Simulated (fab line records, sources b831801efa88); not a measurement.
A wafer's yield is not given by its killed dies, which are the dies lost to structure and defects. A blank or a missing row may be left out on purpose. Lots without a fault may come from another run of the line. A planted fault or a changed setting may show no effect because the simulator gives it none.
Struck lot and sound lot, side by side	flow sky130	18 steps out of a route of 708
Sound: these wafers, L298.1, L298.5, L298.6. Struck: wafers L312.1, L312.4, L312.5. The cause comes at the end.
For every step that has rows: the tool of each side, followed by ch and its chambers, followed by its first start. Under that, the readings that differ: sound wafers	struck wafers	difference of the means	sigmas: that difference in standard deviations of wafers without a fault.
alike: a reading whose means differ by less than 2 such deviations, as well as words and numbers matching on both sides. not compared: withheld readings; readings where some wafer has no value; bounds like >300 that might hide an equal value; numbers whose values overlap and for which the record gives no deviation.
A row with sigmas, a row that says differs or no value, or rows on one side alone: a step with any of these is where the two part. When numbers do not overlap yet have no deviation, they are printed without sigmas and do not part them. Lack of a reading on every wafer of one side parts them only where that side has two or more wafers.

first, 4 steps without rows for these wafers: SKY_PWDE_SOFTBAKE_03; SKY_PWDE_EXPOSE_04 (exposes mask PWDEM, target cd 840 nm); SKY_PWDE_PEB_05; SKY_PWDE_DEVELOP_06 (develop time 60 s).
SKY_PWDE_OVL_MEAS_07:
  sound: overlay-02 at day 3 22:50; struck: overlay-01 at day 7 02:31
  alike: PWDE_OVL
following that, these wafers have no rows for 1 step: SKY_PWDE_IMPLANT_08.
SKY_PWDE_STRIP_09: strips in O2/N2.
  sound on plasma_asher-03 ch 0,1, day 3 23:01; struck on plasma_asher-01 ch 1, day 7 02:42
  alike: drypump_motor_current_A, n2_flow_sccm, oes_product_au, strip_time_to_endpoint_s
  not compared: rf_hours_counter_h
SKY_PWDE_TW_MEAS_10:
  sound: film_metro-03 at day 3 23:07; struck: film_metro-04 at day 7 02:48
  alike: PWDE_TW
then, 4 steps without rows for these wafers: SKY_NWELL_DEHYDRATE_03 (time 60 s); SKY_NWELL_HMDS_04 (prime time 60 s); SKY_NWELL_COAT_05 (resist thk 3000 nm); SKY_NWELL_SOFTBAKE_06.
SKY_NWELL_EXPOSE_07: exposes mask NWM, target cd 840 nm.
  sound on iline_stepper-02 ch 0, day 4 07:41; struck on iline_stepper-01 ch 0, day 7 12:46
reading	sound	struck	difference	sigmas
model.NWELL.overlay_x_nm (nm)	0.278 0.278 0.278	-126.5 -126.5 -126.5	-126.8	
  alike: mask, reticle_temp_C
then, 2 steps without rows for these wafers: SKY_NWELL_PEB_08; SKY_NWELL_DEVELOP_09 (develop time 60 s).
SKY_NWELL_OVL_MEAS_10:
  sound: overlay-01 at day 4 16:25; struck: overlay-01 at day 7 23:28
reading	sound	struck	difference	sigmas
NWELL_00_OVL (nm)	2.3 0.6 0.6	-126.8 -127.4 -126.2	-128.0	-91
following that, these wafers have no rows for 1 step: SKY_NWELL_IMPLANT_11.
-- the record jumps here: 41 days lie between the struck wafers' starts before and after (it left off in module NWELL and takes up again in module PAD_OPEN, whose first step shown is number 708 of the route) --
SKY_PAD_OPEN_PROBE_99:
  sound: prober-02 at day 46 03:08; struck: prober-02 at day 49 08:54
reading	sound	struck	difference	sigmas
model.etest.pfet_16v.r_on_ohm_um	1.568e+04 1.566e+04 1.508e+04	1.38e+04 1.394e+04 1.4e+04	-1.56e+03	
model.etest.nfet_16v.r_on_ohm_um	1.409e+04 1.412e+04 1.403e+04	1.321e+04 1.318e+04 1.317e+04	-8.933e+02	
model.etest.pfet_16v.drive_ua_um	245.6 243.4 249.2	275.6 272.6 271.9	+27.3	
model.etest.nfet_16v.drive_ua_um	219.5 215.6 218	229.4 230.6 234.5	+13.8	
  alike: killed_at_M0_to_M3, killed_at_M4_up, killed_at_contacts, killed_at_front_end, killed_at_other, killed_dies, killed_open, killed_short

== WHERE THEY PART ==
SKY_NWELL_OVL_MEAS_10 only, going by this record. Later steps at which nothing parts them and some readings are alike: SKY_PAD_OPEN_PROBE_99.

WHY: the cause the simulator had injected
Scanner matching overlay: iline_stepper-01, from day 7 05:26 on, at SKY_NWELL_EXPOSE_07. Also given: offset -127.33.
